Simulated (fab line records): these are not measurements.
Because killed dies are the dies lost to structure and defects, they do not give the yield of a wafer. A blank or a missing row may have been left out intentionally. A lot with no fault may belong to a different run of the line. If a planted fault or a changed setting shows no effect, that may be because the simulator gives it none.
fab line records | flow gf180mcu
record lots=6 wafers=18 lastDay=33
route steps=602 shown V4@491 MIM@503
lots that met no fault: from a run of the same line without faults
startH: start of the lot's first displayed wafer, in hours after the record's first day | waitH: how many hours have passed since the lot's step before this one | " as in the row above | L1.1+2: a row that stands for several wafers | - value missing, or start not given | * or withheld: withheld | < > ~ a bound
route shown NAME@n: a module of which the file shows steps, and the number in the route of the first | usual: mean/standard deviation of fault-free wafers | same: alike in all rows | chamber/n: place in a boat | sites: the reading at each site | _std_site: standard deviation of those values | _edge_site: outer sites' mean less inner sites' | radiusMm: how far each site lies from the wafer's centre | mask NAME#n: copy n | behind: the tool/chamber that last shaped the wafer | hold: why the lot was held/for how many hours/how that ended | device: which transistor (n, p or np) failed to switch | end of line: tests run on the same wafers once the route is complete | a step given without rows: its recipe and nothing more | killed: not the wafer's yield, but the dies lost to structure and defects at the first sort | map: a wafer's dies, marking killed ones x, the rest . and places with no die _
set.NAME: the setting as run; set.NAME@STEP: as run at that earlier step | model.NAME: the simulator's own value behind a step, which no gauge read
a table for each step, a row for each wafer; lots at some steps of the route
services: from which hour (startH, from the record's first day; less than 0 if before it) a tool's chamber was out of use, for how many hours, and why
## steps
# step GF_V4_OVL_MEAS_15
# usual V4_OVL=-5/5.2
# columns lot.wafer tool chamber startH waitH V4_OVL[nm]
L461.1 overlay-02 - 587.95 0.1 1
L461.2 " - " " 4
L461.5 " - " " 4
L469.1 overlay-01 - 652.85 0.1 -9
L469.4 " - " " -10
L469.6 " - " " -9
L475.2 overlay-02 - 688.66 0.1 -8
L475.3 " - " " -3
L475.5 " - " " -3
L477.1 overlay-02 - 701.24 0.1 -11
L477.4 " - " " -5
L477.5 " - " " -13
L478.1 overlay-02 - 706.50 0.1 -4
L478.3 " - " " -1
L478.6 " - " " -1
L479.1 overlay-01 - 710.20 0.1 -11
L479.2 " - " " -14
L479.3 " - " " -13
# step GF_V4_ETCH_16
# recipe chemistry=N2/H2 targetDepthA=withheld overetchA=withheld timeS=withheld target=BARC ionEnergyEv=200 sourceW=500 biasW=100 pressureMtorr=30 n2FlowSccm=100 h2FlowSccm=200
# step GF_V4_ETCH_17
# recipe chemistry=C4F8/O2/Ar maskMaterial=KrF target=SiO2 stopOn=TiN sourceW=1500 biasW=1200 pressureMtorr=40 c4f8FlowSccm=withheld O2_flow_sccm=6 Ar_flow_sccm=300 timeS=withheld targetDepthA=6300
# step GF_V4_STRIP_18
# recipe chemistry=O2/N2 powerW=1400 pressureMtorr=1500 platenTempC=250 o2FlowSccm=3000 n2FlowSccm=300 overashFraction=0.5
# usual drypumpMotorCurrentA=5.6/0.54 heaterPowerW=333/40 oesProductAu=0.593/0.0052
# columns lot.wafer tool chamber startH waitH drypumpMotorCurrentA heaterPowerW oesProductAu rfHoursCounterH
L461.1 plasmaAsher-03 0 588.11 - 5.5 287 0.601 18
L461.2 " 1 " " 6.1 414 0.598 18
L461.5 " 0 " " 5.5 298 0.593 -
L469.1 plasmaAsher-02 0 653.01 - 5.1 306 0.587 89
L469.4 " 1 " " 6.3 339 0.592 -
L469.6 " 1 " " 6.3 346 0.588 -
L475.2 plasmaAsher-02 0 688.81 - 5.1 310 0.591 93
L475.3 " 0 " " 5.1 302 0.593 -
L475.5 " 0 " " 5.1 312 0.589 -
L477.1 plasmaAsher-02 0 701.40 - 5.1 301 0.590 94
L477.4 " 0 " " 5.1 302 0.584 -
L477.5 " 0 " " 5.1 305 0.585 -
L478.1 plasmaAsher-02 1 706.66 - 6.3 335 0.593 94
L478.3 " 0 " " 5.1 299 0.592 -
L478.6 " 1 " " 6.3 326 0.593 -
L479.1 plasmaAsher-02 0 710.36 - 5.1 309 0.591 95
L479.2 " 1 " " 6.3 335 0.588 95
L479.3 " 0 " " 5.1 308 0.586 -
# step GF_V4_STRIP_19
# recipe chemistry=postEtchResidueRemover timeS=1200 tempC=72.5
# step GF_V4_CLEAN_20
# recipe chemistry=DIW dry=n2Spin
# step GF_V4_SPUTTER_21
# recipe material=Ti targetThkNm=15 chamberPressurePa=5 powerW=2500 substrateTempC=200 timeS=80.02
# usual throttleValvePct=29.1/1.5
# columns lot.wafer tool chamber startH waitH throttleValvePct
L461.1 pvdSputter-03 - 588.66 0.0 30.3
L461.2 " - " " 28.5
L461.5 " - " " 31.2
L469.1 pvdSputter-03 - 653.55 0.0 28.0
L469.4 " - " " 31.2
L469.6 " - " " 28.3
L475.2 pvdSputter-01 - 689.36 0.0 29.7
L475.3 " - " " 29.0
L475.5 " - " " 30.3
L477.1 pvdSputter-01 - 702.35 0.0 30.3
L477.4 " - " " 26.3
L477.5 " - " " 26.0
L478.1 pvdSputter-03 - 707.20 0.0 31.0
L478.3 " - " " 30.2
L478.6 " - " " 30.4
L479.1 pvdSputter-03 - 710.91 0.0 31.1
L479.2 " - " " 28.5
L479.3 " - " " 30.1
# step GF_V4_SPUTTER_22
# recipe material=TiN targetThkNm=10 chamberPressurePa=5 powerW=4000 timeS=40
# step GF_V4_CVD_23
# recipe material=W targetThkNm=350 timeS=104.9 tempC=400 pressureTorr=40
# usual heaterPowerW=894/62
# columns lot.wafer tool chamber startH waitH heaterPowerW
L461.1 cvdW-02 1 588.76 0.0 886
L461.2 " 0 " " 868
L461.5 " 0 " " 868
L469.1 cvdW-02 0 653.65 0.0 849
L469.4 " 1 " " 906
L469.6 " 0 " " 887
L475.2 cvdW-02 1 689.46 0.0 904
L475.3 " 1 " " 887
L475.5 " 1 " " 906
L477.1 cvdW-02 1 702.45 0.0 910
L477.4 " 0 " " 864
L477.5 " 1 " " 908
L478.1 cvdW-02 1 707.30 0.0 931
L478.3 " 1 " " 888
L478.6 " 0 " " 866
L479.1 cvdW-02 1 711.01 0.0 888
L479.2 " 0 " " 876
L479.3 " 0 " " 886
# step GF_V4_RS_MEAS_24
# recipe thkMeasGauge=four-point-probe reads=W_of_V4_CVD_23+TiN_of_V4_SPUTTER_22+Ti_of_V4_SPUTTER_21
# usual V4_W_RS=0.323/0.006
# columns lot.wafer tool chamber startH waitH V4_W_RS[ohm/sq]
L461.1 filmMetro-01 - 588.87 0.1 0.328
L461.2 " - " " 0.314
L461.5 " - " " 0.319
L469.1 filmMetro-02 - 653.76 0.1 0.320
L469.4 " - " " 0.331
L469.6 " - " " 0.317
L475.2 filmMetro-04 - 689.59 0.1 0.328
L475.3 " - " " 0.324
L475.5 " - " " 0.328
L477.1 filmMetro-01 - 702.56 0.1 0.328
L477.4 " - " " 0.321
L477.5 " - " " 0.328
L478.1 filmMetro-04 - 707.42 0.1 0.329
L478.3 " - " " 0.327
L478.6 " - " " 0.315
L479.1 filmMetro-01 - 711.12 0.1 0.331
L479.2 " - " " 0.322
L479.3 " - " " 0.323
# step GF_V4_THK_MEAS_25
# recipe thkMeasGauge=xrf reads=W_of_V4_CVD_23
# usual V4_W_THK=349/8
# columns lot.wafer tool chamber startH waitH V4_W_THK[nm]
L461.1 filmMetro-01 - 588.99 0.1 350
L461.2 " - " " 365
L461.5 " - " " 361
L469.1 filmMetro-02 - 653.88 0.1 348
L469.4 " - " " 337
L469.6 " - " " 354
L475.2 filmMetro-04 - 689.70 0.1 338
L475.3 " - " " 344
L475.5 " - " " 340
L477.1 filmMetro-01 - 702.68 0.1 347
L477.4 " - " " 353
L477.5 " - " " 347
L478.1 filmMetro-04 - 707.54 0.1 342
L478.3 " - " " 341
L478.6 " - " " 355
L479.1 filmMetro-01 - 711.24 0.1 342
L479.2 " - " " 352
L479.3 " - " " 352
# step GF_V4_CMP_26
# recipe stopOn=SiO2 downForcePsi=3.5 platenRpm=60 tOverpolishS=15 targetThkNm=0 padVelocityMS=0.94248
# usual motorCurrentA=9.7/1.4 overpolishRunS=15.000/0.0087 retainingRingPressureFrac=1.000/0.0048 timeToEndpointS=88/3.8
# columns lot.wafer tool chamber startH waitH motorCurrentA overpolishRunS retainingRingPressureFrac timeToEndpointS
L461.1 cmp-02 2 589.31 0.3 8.4 15.001 1.002 89
L461.2 " 3 " " 11.6 15.007 1.005 91
L461.5 " 1 " " 8.9 14.985 1.003 84
L469.4 cmp-02 3 653.94 0.0 11.5 15.000 0.996 94
L469.1 " 1 " " 9.3 14.992 1.002 85
L469.6 " 3 " " 11.8 15.009 1.001 96
L475.3 cmp-02 2 689.75 0.0 8.3 14.985 0.994 87
L475.2 " 0 " " 9.6 15.007 1.008 88
L475.5 " 2 " " 8.4 15.001 1.000 87
L477.4 cmp-01 3 702.79 0.1 11.1 15.009 1.004 86
L477.1 " 1 " " 10.6 14.995 1.006 86
L477.5 " 2 " " 7.7 14.985 1.006 89
L478.3 cmp-02 3 707.65 0.1 11.8 14.997 0.993 88
L478.1 " 0 " " 9.8 15.000 0.992 86
L478.6 " 2 " " 7.9 14.994 0.988 89
L479.3 cmp-02 3 711.30 0.0 11.5 15.010 0.998 91
L479.1 " 1 " " 8.6 15.002 0.998 78
L479.2 " 2 " " 8.4 14.994 1.003 86
# step GF_MIM_SPUTTER_00
# recipe material=Ti targetThkNm=37.5 arrivingIonEnergyEv=80 substrateTempC=200 chamberPressurePa=2 powerW=4000 timeS=150
# usual throttleValvePct=29.3/1.1
# columns lot.wafer tool chamber startH waitH throttleValvePct model.Ti_of_MIM_SPUTTER_00.thkNm
L461.1 pvdSputter-04 - 589.51 0.1 29.4 37.55
L461.2 " - " " 29.7 37.52
L461.5 " - " " 29.3 37.44
L469.1 pvdSputter-01 - 654.24 0.1 29.7 38.08
L469.4 " - " " 26.3 38.6
L469.6 " - " " 29.4 37.92
L475.2 pvdSputter-01 - 690.05 0.1 30.2 39.16
L475.3 " - " " 29.4 39.26
L475.5 " - " " 26.3 39.86
L477.1 pvdSputter-01 - 703.04 0.1 26.0 40.04
L477.4 " - " " 29.7 39.77
L477.5 " - " " 30.6 39.29
L478.1 pvdSputter-04 - 707.90 0.1 29.7 37.65
L478.3 " - " " 28.8 36.74
L478.6 " - " " 29.5 37.79
L479.1 pvdSputter-04 - 711.60 0.1 29.6 37.8
L479.2 " - " " 29.5 37.33
L479.3 " - " " 28.5 37.35
# step GF_MIM_SPUTTER_01
# recipe material=TiN targetThkNm=30 powerW=6500 timeS=25 chamberPressurePa=0.4
# usual throttleValvePct=29.3/1.1
# columns lot.wafer tool chamber startH waitH throttleValvePct
L461.1 pvdSputter-04 - 589.61 0.1 29.5
L461.2 " - " " 29.9
L461.5 " - " " 29.2
L469.1 pvdSputter-01 - 654.34 0.1 29.7
L469.4 " - " " 26.3
L469.6 " - " " 29.5
L475.2 pvdSputter-01 - 690.15 0.1 30.6
L475.3 " - " " 29.8
L475.5 " - " " 26.3
L477.1 pvdSputter-01 - 703.14 0.1 26.2
L477.4 " - " " 29.4
L477.5 " - " " 30.6
L478.1 pvdSputter-04 - 708.00 0.1 29.6
L478.3 " - " " 28.8
L478.6 " - " " 29.5
L479.1 pvdSputter-04 - 711.70 0.1 29.8
L479.2 " - " " 29.3
L479.3 " - " " 28.9
## services
# columns tool chamber startH hours kind
cmp-02 - 572.15 4.0 pm
cmp-01 - 575.70 4.2 repair
cmp-02 - 576.15 - consumableReplace:conditioner
cmp-02 - 576.15 - consumableReplace:pad
pvdSputter-04 2 581.52 - consumableReplace:kit
pvdSputter-04 2 581.52 18.0 scheduledDown
pvdSputter-04 2 581.52 18.0 ventCycle
cmp-02 - 586.02 0.8 repair
cmp-01 - 587.65 3.7 repair
plasmaAsher-03 - 588.93 2.9 repair
pvdSputter-03 - 591.35 1.1 repair
plasmaAsher-03 - 595.63 2.9 repair
cmp-01 - 605.92 0.5 repair
cmp-02 - 608.29 3.4 repair
cvdW-02 1 638.35 8.3 repair
cmp-01 - 649.34 6.0 pm
cvdW-02 0 657.74 3.3 repair
cvdW-02 - 668.01 3.8 pm
plasmaAsher-02 - 669.60 3.6 repair
pvdSputter-04 1 682.65 - consumableReplace:kit
pvdSputter-04 1 682.65 18.0 scheduledDown
pvdSputter-04 1 682.65 18.0 ventCycle
pvdSputter-03 - 686.85 4.7 repair
cvdW-02 - 703.88 0.6 repair
## key
firstSign none at tools or gauges
modelEffect step=GF_MIM_SPUTTER_00 value=Ti_of_MIM_SPUTTER_00.thkNm without=37.5 struck=39.57
metAt GF_MIM_SPUTTER_00
struckWafers L475.2,L475.3,L475.5,L477.1,L477.4,L477.5
onsetBetween 654.24 690.05
alsoFits GF_V4_SPUTTER_21:pvdSputter-01
fault kind=processParameterDrift tool=pvdSputter-01 chamber=- onsetH=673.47 steps=GF_MIM_SPUTTER_00 channel=timeS offset=* shape=step endH=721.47 actsIn=* stated=*
